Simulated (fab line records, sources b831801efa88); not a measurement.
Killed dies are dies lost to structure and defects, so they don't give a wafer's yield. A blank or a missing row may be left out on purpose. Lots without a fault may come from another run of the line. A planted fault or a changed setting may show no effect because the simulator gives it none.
fab line records | flow sky130
record lots=13 wafers=39 last_day=50
route steps=708 shown LI_CONTACT@362 METAL4@632 METAL5@665 PAD_OPEN@708
lots that met no fault: from a run of the same line without faults
start_h: hours from the record's first day to the start of the lot's first wafer shown | wait_h: hours since the lot's step before | " the same as in the row above | L1.1+2: a row that stands for several wafers | - no value, or no start given | * or withheld: withheld | < > ~ a bound
route shown NAME@n: a module of which the file shows steps, and the number in the route of the first | usual: mean/standard deviation of fault-free wafers | same: alike in all rows | chamber/n: place in a boat | sites: the reading at each site | _std_site: their standard deviation | _edge_site: outer sites' mean less inner sites' | radius_mm: how far each site lies from the wafer's centre | mask NAME#n: copy n | behind: the tool/chamber that last shaped the wafer | hold: why the lot was held/for how many hours/how that ended | device: the transistor (n, p or np) that didn't switch | end of line: the same wafers' tests at the end of the route | a step without rows: its recipe alone | killed: dies lost to structure and defects at the first sort, not the wafer's yield | map: a wafer's dies, x killed, . not, _ none there
set.NAME: the setting as run; set.NAME@STEP: as run at that earlier step | model.NAME: the simulator's own value behind a step, which no gauge read
steps of the route over a sample of lots; a table a step, a row a wafer
services: from which hour (start_h, from the record's first day; less than 0 if before it) a tool's chamber was out of use, for how many hours, and why
## steps
# step SKY_LI_CONTACT_HDPCVD_00
# recipe material=PSG target_thk_nm=930 sigma_open_frac=0.3 time_s=155 temp_c=600 sih4_flow_sccm=60 pressure_mtorr=6
# same time_s=155
# columns lot.wafer tool chamber start_h wait_h
L620.1+2+6 hdpcvd-02 0,2,0 647.45 0.0
L621.1+2+6 hdpcvd-02 2,0,1 658.28 0.0
L622.1+3+4 hdpcvd-02 0,2,2 668.38 0.0
L623.1+2+6 hdpcvd-02 0,1,2 676.10 0.0
L624.4+5+6 hdpcvd-02 2,1,0 688.71 0.1
L629.1+2+5 hdpcvd-02 0,1,2 738.00 0.0
L630.1+4+6 hdpcvd-01 1,0,2 738.26 0.0
L631.1+2+3 hdpcvd-01 1,2,1 742.98 0.0
L636.2+4+6 hdpcvd-02 0,0,2 781.39 0.0
L635.2+5+6 hdpcvd-02 2,0,1 782.70 0.0
L640.3+4+6 hdpcvd-02 1,2,0 808.35 0.0
L642.2+4+6 hdpcvd-02 2,2,0 826.21 0.0
L643.1+2+6 hdpcvd-02 2,0,1 827.74 0.0
# step SKY_METAL4_ETCH_16
# recipe chemistry=N2/H2 target=BARC ion_energy_ev=200 bias_w=100 pressure_mtorr=30 n2_flow_sccm=100 h2_flow_sccm=200 icp_w=500 stop_on=SiO2 time_s=88.2 target_depth_a=600
# usual drypump_motor_current_A=5.6/0.35 he_backside_leak_sccm=3.4/0.37 oes_product_au=0.625/0.0047 rf_fwd_power_W=496.8/1.8 throttle_valve_pct=13.205/0.0086
# same time_s=88.2
# columns lot.wafer tool chamber start_h wait_h drypump_motor_current_A he_backside_leak_sccm oes_product_au rf_fwd_power_W rf_hours_counter_h throttle_valve_pct
L620.1 rie_metal-04 1 982.21 0.0 5.6 3.5 0.631 498.0 17 13.199
L620.2 " 0 " " 5.4 3.6 0.627 496.5 15 13.221
L620.6 " 0 " " 5.4 3.4 0.621 493.1 - 13.210
L621.1 rie_metal-04 1 993.36 0.0 5.6 3.3 0.627 499.1 17 13.189
L621.2 " 0 " " 5.4 3.3 0.625 496.9 15 13.212
L621.6 " 0 " " 5.4 3.6 0.625 493.2 - 13.209
L622.1 rie_metal-04 0 998.93 0.0 5.4 3.8 0.621 496.0 15 13.199
L622.3 " 1 " " 5.7 3.2 0.622 500.6 - 13.201
L622.4 " 0 " " 5.4 4.0 0.632 493.6 - 13.198
L623.1 rie_metal-03 0 1005.52 0.0 5.2 3.5 0.628 495.4 12 13.210
L623.2 " 1 " " 5.7 3.4 0.620 498.0 14 13.202
L623.6 " 1 " " 5.7 3.3 0.613 497.8 - 13.195
L624.4 rie_metal-03 0 1016.70 0.0 5.2 3.5 0.627 498.8 - 13.203
L624.5 " 1 " " 5.7 3.2 0.627 497.1 - 13.202
L624.6 " 0 " " 5.2 3.5 0.627 497.8 - 13.213
L629.1 rie_metal-02 0 1056.04 0.1 6.2 3.2 0.629 497.0 17 13.194
L629.2 " 0 " " 6.2 3.1 0.631 498.4 - 13.209
L629.5 " 0 " " 6.2 3.2 0.625 494.7 - 13.208
L630.1 rie_metal-04 0 1057.82 0.0 5.4 3.5 0.629 496.6 19 13.196
L630.4 " 1 " " 5.7 3.9 0.630 498.3 - 13.189
L630.6 " 1 " " 5.7 4.0 0.626 497.4 - 13.209
L631.1 rie_metal-03 0 1061.68 0.0 5.2 3.1 0.623 496.4 16 13.206
L631.2 " 1 " " 5.7 2.8 0.636 498.0 17 13.209
L631.3 " 1 " " 5.7 2.7 0.628 495.4 - 13.203
L635.2 rie_metal-02 1 1092.81 0.0 5.3 3.6 0.630 496.8 17 13.216
L635.5 " 1 " " 5.3 3.3 0.626 496.6 - 13.214
L635.6 " 0 " " 6.2 3.4 0.620 496.8 - 13.211
L636.2 rie_metal-04 1 1093.28 0.0 5.6 3.4 0.627 498.2 24 13.197
L636.4 " 1 " " 5.6 3.3 0.624 497.1 - 13.191
L636.6 " 0 " " 5.4 3.2 0.626 495.0 - 13.204
L640.3 rie_metal-04 0 1114.62 0.1 5.4 3.7 0.633 495.2 - 13.198
L640.4 " 0 " " 5.4 3.6 0.622 497.0 - 13.203
L640.6 " 0 " " 5.4 4.0 0.624 495.9 - 13.180
L642.2 rie_metal-03 0 1124.21 0.0 5.2 3.4 0.626 496.3 20 13.223
L642.4 " 0 " " 5.3 3.3 0.623 492.3 - 13.226
L642.6 " 1 " " 5.7 3.3 0.621 496.9 - 13.195
L643.1 rie_metal-02 1 1125.77 0.0 5.3 3.7 0.627 498.2 19 13.213
L643.2 " 0 " " 6.2 3.2 0.620 496.7 23 13.191
L643.6 " 0 " " 6.2 3.3 0.628 498.7 - 13.195
# step SKY_METAL4_ETCH_17
# recipe target=SiO2 stop_on=TiN chemistry=C4F8/O2/Ar source_w=1500 bias_w=1200 pressure_mtorr=40 c4f8_flow_sccm=withheld O2_flow_sccm=6 Ar_flow_sccm=300 time_s=3.9 target_depth_a=150
# usual oes_product_au=0.755/0.0082 rf_fwd_power_W=1470/8.2
# same time_s=3.9
# columns lot.wafer tool chamber start_h wait_h oes_product_au rf_fwd_power_W rf_hours_counter_h
L620.1 rie_diel-04 0 982.30 0.1 0.753 1485 5
L620.2 " 2 " " 0.756 1463 4
L620.6 " 0 " " 0.762 1481 -
L621.1 rie_diel-04 1 993.45 0.1 0.742 1476 24
L621.2 " 0 " " 0.734 1482 6
L621.6 " 3 " " 0.745 1473 -
L622.1 rie_diel-01 1 999.02 0.1 0.756 1458 13
L622.3 " 2 " " 0.747 1463 2
L622.4 " 0 " " 0.730 1472 9
L623.1 rie_diel-03 3 1005.62 0.1 0.751 1461 8
L623.2 " 1 " " 0.752 1459 14
L623.6 " 2 " " 0.763 1472 -
L624.4 rie_diel-03 1 1016.77 0.0 0.762 1463 15
L624.5 " 2 " " 0.766 1481 -
L624.6 " 3 " " 0.768 1461 -
L629.1 rie_diel-01 2 1056.23 0.2 0.745 1464 4
L629.2 " 0 " " 0.753 1472 11
L629.5 " 2 " " 0.760 1457 -
L630.1 rie_diel-01 1 1057.92 0.1 0.760 1460 15
L630.4 " 0 " " 0.772 1470 -
L630.6 " 1 " " 0.759 1458 -
L631.1 rie_diel-01 3 1061.77 0.1 0.762 1485 0
L631.2 " 2 " " 0.746 1466 4
L631.3 " 1 " " 0.747 1467 16
L635.2 rie_diel-03 3 1092.91 0.1 0.755 1465 11
L635.5 " 3 " " 0.754 1465 -
L635.6 " 0 " " 0.760 1480 -
L636.2 rie_diel-01 1 1093.37 0.1 0.760 1462 16
L636.4 " 0 " " 0.758 1477 13
L636.6 " 1 " " 0.767 1466 -
L640.3 rie_diel-03 2 1114.75 0.1 0.743 1477 16
L640.4 " 3 " " 0.757 1473 11
L640.6 " 1 " " 0.749 1464 -
L642.2 rie_diel-04 0 1124.31 0.1 0.748 1476 10
L642.4 " 2 " " 0.752 1458 9
L642.6 " 2 " " 0.742 1467 -
L643.1 rie_diel-01 2 1125.87 0.1 0.744 1462 6
L643.2 " 1 " " 0.751 1465 18
L643.6 " 0 " " 0.756 1481 -
# step SKY_METAL5_SPUTTER_04
# recipe material=TiN target_thk_nm=70 power_w=6500 time_s=58.3 chamber_pressure_pa=0.4
# usual throttle_valve_pct=29.9/0.66
# same time_s=58.3
# columns lot.wafer tool chamber start_h wait_h throttle_valve_pct
L620.1 pvd_sputter-04 - 1009.12 0.0 29.3
L620.2 " - " " 29.3
L620.6 " - " " 29.8
L621.1 pvd_sputter-03 - 1020.30 0.0 30.6
L621.2 " - " " 30.1
L621.6 " - " " 29.3
L622.1 pvd_sputter-02 - 1025.93 0.0 29.9
L622.3 " - " " 30.4
L622.4 " - " " 30.2
L623.1 pvd_sputter-04 - 1031.64 0.0 28.4
L623.2 " - " " 29.1
L623.6 " - " " 28.8
L624.4 pvd_sputter-03 - 1042.89 0.0 30.3
L624.5 " - " " 29.3
L624.6 " - " " 30.4
L629.1 pvd_sputter-03 - 1080.08 0.0 30.2
L629.2 " - " " 29.4
L629.5 " - " " 30.0
L630.1 pvd_sputter-04 - 1081.65 0.0 29.5
L630.4 " - " " 28.8
L630.6 " - " " 29.4
L631.1 pvd_sputter-02 - 1085.47 0.0 29.9
L631.2 " - " " 29.3
L631.3 " - " " 30.0
L635.2 pvd_sputter-02 - 1116.06 0.0 29.9
L635.5 " - " " 30.6
L635.6 " - " " 30.1
L636.2 pvd_sputter-03 - 1116.50 0.0 29.2
L636.4 " - " " 30.5
L636.6 " - " " 30.2
L640.3 pvd_sputter-04 - 1137.20 0.0 29.4
L640.4 " - " " 28.4
L640.6 " - " " 29.1
L642.2 pvd_sputter-02 - 1146.38 0.0 30.0
L642.4 " - " " 30.4
L642.6 " - " " 29.3
L643.1 pvd_sputter-03 - 1148.21 0.0 29.0
L643.2 " - " " 30.6
L643.6 " - " " 29.2
# step SKY_PAD_OPEN_PROBE_99
# usual killed_at_M0_to_M3=44/7.3 killed_at_M4_up=3.3/1.8 killed_at_contacts=24/5.3 killed_at_front_end=16/5 killed_at_other=0.2/0.51 killed_dies=87/10 killed_open=47/7.5 killed_short=40/6.3
# same gross_dies=492 killed_at_back_side=0
# columns lot.wafer tool chamber start_h wait_h killed_at_M0_to_M3 killed_at_M4_up killed_at_contacts killed_at_front_end killed_at_other killed_dies killed_open killed_short
L630.1 prober-02 - 1144.50 0.1 36 5 54 19 0 114 35 38
L630.4 prober-02 - 1144.65 0.2 47 4 36 13 0 100 47 38
L630.6 prober-02 - 1144.75 0.2 38 3 48 18 0 107 40 39
L631.1 prober-01 - 1147.46 0.1 47 1 48 16 0 112 38 39
L631.2 prober-01 - 1147.51 0.1 45 5 49 9 0 108 36 42
L631.3 prober-01 - 1147.56 0.2 37 1 64 14 0 116 42 39
# killed by level:class
L630.1 LI_CONTACT:unspecified=41 VIA1:geometric_particle:open=8 CONTACT:geometric_particle:open=5 METAL1:geometric_particle:short=5 METAL2:geometric_particle:short=5 VIA2:geometric_particle:short=5 FIELD_ISO:geometric_particle:open=4 POLY_GATE:geometric_particle:short=4
L630.4 LI_CONTACT:unspecified=15 VIA3:geometric_particle:open=9 METAL2:geometric_particle:short=8 VIA1:geometric_particle:open=8 VIA2:geometric_particle:open=8 LI_CONTACT:geometric_particle:open=7 POLY_GATE:geometric_particle:open=5 LOCAL_INTERCONNECT:geometric_particle:short=5
L630.6 LI_CONTACT:unspecified=28 VIA1:geometric_particle:open=10 METAL2:geometric_particle:short=9 LI_CONTACT:geometric_particle:open=8 FIELD_ISO:geometric_particle:short=5 FIELD_ISO:geometric_particle:open=4 POLY_GATE:geometric_particle:open=4 VIA1:geometric_particle:short=3
L631.1 LI_CONTACT:unspecified=35 VIA2:geometric_particle:open=9 VIA1:geometric_particle:open=9 METAL2:geometric_particle:short=9 METAL1:geometric_particle:short=5 LI_CONTACT:geometric_particle:open=4 VIA3:geometric_particle:open=4 FIELD_ISO:geometric_particle:open=3
L631.2 LI_CONTACT:unspecified=30 METAL1:geometric_particle:short=11 VIA1:geometric_particle:open=9 VIA3:geometric_particle:open=7 CONTACT:geometric_particle:open=6 CONTACT:geometric_particle:short=5 LOCAL_INTERCONNECT:geometric_particle:short=4 METAL2:geometric_particle:short=4
L631.3 LI_CONTACT:unspecified=35 CONTACT:geometric_particle:open=11 CONTACT:geometric_particle:short=7 FIELD_ISO:geometric_particle:short=7 VIA3:geometric_particle:open=7 LI_CONTACT:geometric_particle:open=6 VIA2:geometric_particle:open=5 METAL2:geometric_particle:short=5
## services
# columns tool chamber start_h hours kind
pvd_sputter-03 - 632.75 2.5 repair
rie_diel-01 - 654.48 0.4 repair
rie_diel-01 2 720.58 4.3 repair
rie_diel-01 2 736.67 5.1 repair
rie_diel-01 - 750.44 0.5 repair
hdpcvd-02 0 763.86 3.7 repair
rie_diel-01 1 799.10 2.4 repair
rie_metal-04 - 811.24 0.2 repair
rie_metal-04 1 866.96 5.2 repair
rie_diel-01 0 873.29 3.9 repair
pvd_sputter-03 - 907.85 36.5 repair
rie_diel-01 - 912.95 0.8 repair
rie_metal-04 - 933.36 4.3 pm
rie_metal-04 - 947.51 1.5 repair
hdpcvd-02 - 950.25 15.0 pm
rie_diel-01 2 952.14 4.3 repair
rie_metal-04 - 974.93 2.8 pm
hdpcvd-02 - 1040.49 0.6 repair
rie_diel-01 3 1049.39 11.8 repair
hdpcvd-02 - 1076.93 0.5 repair
rie_diel-01 3 1109.47 19.0 repair
rie_diel-01 - 1133.69 0.3 repair
rie_diel-01 2 1145.09 2.4 repair
rie_diel-01 0 1146.47 3.7 repair
## key
first_sign step=SKY_PAD_OPEN_PROBE_99 reading=killed_at_contacts direction=up sigmas=4.9 usual=24 struck=50
effect step=SKY_PAD_OPEN_PROBE_99 reading=killed_dies direction=up sigmas=2.2 usual=87 struck=110 wafers_moved=5
met_at SKY_LI_CONTACT_HDPCVD_00
struck_lots L630,L631
tester_left_out L630,L631
not_acting_at SKY_METAL4_ETCH_16,SKY_METAL4_ETCH_17,SKY_METAL5_SPUTTER_04
fault kind=chamber_particle_source tool=hdpcvd-01 chamber=- onset_h=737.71 steps=SKY_LI_CONTACT_HDPCVD_00 rate_per_visit_cm2=0.82809 end_h=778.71
# tester_left_out: of these lots the tester's yield and bins aren't shown, on N5 and GAA mostly nor the transistor test; their killed dies are dies lost to structure and defects alone, not to doping, threshold or leakage, so they don't give the yield
